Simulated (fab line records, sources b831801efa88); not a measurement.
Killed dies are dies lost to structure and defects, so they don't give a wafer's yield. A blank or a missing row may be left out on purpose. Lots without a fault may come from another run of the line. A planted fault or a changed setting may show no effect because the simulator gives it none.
Which tool did it? | flow sky130 | 6 lots, 18 wafers sampled, at 2 steps of a route of 708

WHAT THE GAUGES READ, wafer by wafer
SKY_GATE_OXIDE_OVL_MEAS_10.
lot  | measured     | on         | GATE_OXIDE_OVL (nm)
L676 | day 13 21:10 | overlay-02 | -1.7 -1.3 -1.9
L678 | day 14 11:49 | overlay-02 | -0.9 -0.9 -2.6
L684 | day 17 12:52 | overlay-02 | -1.3 -2.6 -3.6
L686 | day 17 14:28 | overlay-01 | -2.8 1.0 -0.6
L691 | day 19 08:21 | overlay-01 | -2.1 -1.1 -2.9
L698 | day 22 00:46 | overlay-02 | -0.5 -0.4 -0.8

WHICH TOOL RAN EACH LOT (tool, then ch and the chambers of the sampled wafers, then the start)
lot  | SKY_GATE_OXIDE_EXPOSE_07
L676 | iline_stepper-02 ch 0, day 13 08:22
L678 | iline_stepper-01 ch 0, day 13 23:23
L684 | iline_stepper-02 ch 0, day 16 21:55
L686 | iline_stepper-02 ch 0, day 17 00:11
L691 | iline_stepper-01 ch 0, day 18 18:04
L698 | iline_stepper-01 ch 0, day 21 10:07
- SKY_GATE_OXIDE_EXPOSE_07: exposes mask LVOM, target cd 600 nm.

THE ANSWER, worked out from the rows above alone
Rule: what is usual is taken from the lots themselves. Put in order of their means at a reading, lots are off if they are a third of the lots or fewer, leave a main group of 4 or more, and stand apart from it by a gap of 3 or more times the standard deviation of the main group's means; of several such gaps the widest counts. A main group whose means are all the same, to the digits that the tables above print for the reading, isn't used. A lot without any number at a reading at which 4 lots or more have one is off too. The other lots that the step has rows for count as sound.
No lot is off at any reading shown: from this, nothing can be told.

WHAT THE SIMULATOR HAD PUT IN
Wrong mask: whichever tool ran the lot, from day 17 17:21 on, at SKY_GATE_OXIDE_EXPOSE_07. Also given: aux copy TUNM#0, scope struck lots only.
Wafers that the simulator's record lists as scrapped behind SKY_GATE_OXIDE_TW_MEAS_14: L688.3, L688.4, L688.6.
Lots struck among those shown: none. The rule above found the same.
